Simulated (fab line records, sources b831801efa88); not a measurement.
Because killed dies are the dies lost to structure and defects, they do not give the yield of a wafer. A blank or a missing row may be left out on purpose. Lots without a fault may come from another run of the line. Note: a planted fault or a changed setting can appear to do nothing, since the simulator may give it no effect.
A single fault, viewed from 2 desks    flow sky130    only its own numbers are on each desk; what lay behind them is given at the end

## TOOL OWNER'S DESK, pvd-sputter-03
The tool's own readings at SKY_METAL2_SPUTTER_04 (material TiN, target thk 70 nm, time 58.3 s): means of the sampled wafers that have a number, for each lot that ran on this tool. The brackets show how far a lot's mean lies from the usual mean; more than 4 standard deviations puts the lot out of limits, marked OUT.
Columns: A = cathode-dc-power-W at SKY_METAL2_SPUTTER_04, usual 6499.9 W; B = throttle-valve-pct at SKY_METAL2_SPUTTER_04, usual 30.0 %
lot   first seen here  A                         B
L960  day 34 07:57     6499.2                    29.0
L963  day 35 02:23     6501.0                    29.3
L967  day 35 22:51     6498.7                    30.6
L968  day 36 12:31     7602.2 (+99 or more) OUT  28.4
L971  day 37 09:02     7050.0 (+99 or more) OUT  30.6
L981  day 41 02:17     6499.7                    29.9
This desk's verdict: out of limits on L968, L971, starting with L968 at day 36 12:31 (cathode-dc-power-W at SKY_METAL2_SPUTTER_04). In limits: L960, L963, L967, L981.

## AT THE METROLOGY DESK
Means of the sampled wafers that have a number, per lot and without regard to the tool the lot ran on: this is what the gauges read. The brackets show how far a lot's mean lies from the usual mean; more than 4 standard deviations puts the lot out of limits, marked OUT.
Columns: A = cd-nm at SKY_VIA1_CD_MEAS_12, usual 150.1 nm; B = METAL2_ALCU_THK at SKY_METAL2_THK_MEAS_06, usual 242 nm
lot   first seen here  A      B
L960  day 34 06:24     149.7  242
L963  day 35 00:45     150.2  239
L964  day 35 02:47     147.4  244
L967  day 35 21:17     152.1  237
L968  day 36 10:56     148.8  233
L969  day 36 14:40     151.2  243
L971  day 37 07:27     151.0  237
L973  day 37 19:46     148.8  244
L974  day 38 13:36     151.0  245
L980  day 39 21:44     149.6  248
L981  day 41 00:41     151.8  234
L982  day 41 08:13     150.4  243
Finding of this desk: none of the 12 lots has anything out of limits.

## ALL TOGETHER
The tool owner's desk could have raised an alarm at day 36 12:31, on L968, L971.
At the metrology desk, nothing out of limits was observed.
The metrology desk holds a record of L968, L971, inside its limits.
SKY_METAL2_SPUTTER_04 was run on pvd-sputter-03 by each of the lots named.

## WHAT HAD BEEN PUT IN BY THE SIMULATOR
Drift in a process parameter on pvd-sputter-03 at SKY_METAL2_SPUTTER_04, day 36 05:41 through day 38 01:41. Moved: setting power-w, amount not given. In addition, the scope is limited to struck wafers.
Lots struck among those shown: L968, L971.
Hours from the fault's start to each desk's first reading out of limits: the tool owner's desk, 7.
